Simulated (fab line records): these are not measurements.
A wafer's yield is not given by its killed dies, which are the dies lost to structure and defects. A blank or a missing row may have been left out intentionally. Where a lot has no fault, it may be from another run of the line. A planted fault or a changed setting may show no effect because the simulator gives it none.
Chamber matching | flow sky130 | SKY_CONTACT_CMP_04 on cmp-01: 4 sister chambers
The step polishes SiO2. 4 wafers are shown with their chamber, then 12 later ones without.

== EACH WAFER AND ITS CHAMBER ==
wafer  | chamber | motorCurrentA (A)
L083.4 | 3       | 11.2
L088.1 | 2       | 14.0
L088.2 | 1       | 11.2
L088.4 | 0       | 10.0

== WAFERS WITHOUT THEIR CHAMBER ==
wafer  | motorCurrentA (A)
L091.3 | 11.2
L091.4 | 10.5
L091.5 | 11.8
L093.1 | 11.0
L093.2 | 10.6
L093.6 | 13.6
L095.1 | 9.5
L095.3 | 11.4
L095.5 | 10.6
L097.1 | 12.8
L097.2 | 10.9
L097.5 | 10.4

== CHAMBER TAKEN BY EACH ==
wafer  | from the rows above          | in truth
L091.3 | can't be placed: 1 or 3      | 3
L091.4 | can't be placed: 0 or 1 or 3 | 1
L091.5 | can't be placed: 1 or 3      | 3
L093.1 | can't be placed: 1 or 3 or 0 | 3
L093.2 | can't be placed: 0 or 1 or 3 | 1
L093.6 | 2                            | 2
L095.1 | 0                            | 0
L095.3 | can't be placed: 1 or 3      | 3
L095.5 | can't be placed: 0 or 1 or 3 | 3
L097.1 | can't be placed: 2 or 1 or 3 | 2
L097.2 | can't be placed: 1 or 3 or 0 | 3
L097.5 | can't be placed: 0 or 1 or 3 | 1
Placed correctly: 2 of 12. Unplaceable from these rows: 10, with the true chamber sitting among the candidates in 10. Wrongly placed: 0.
How it was worked out, from the rows above alone: a wafer's distance from a chamber is the root of the sum, over the readings, of the square of ((its reading less the chamber's mean) divided by the reading's scatter). If the next closest chamber is less than 2 further off than the closest, the wafer can't be placed; otherwise it belongs to the closest. A chamber's mean is the mean of its shown wafers. The scatter: root of mean squared gap, hidden wafer to nearest shown wafer, with one shown wafer a chamber.
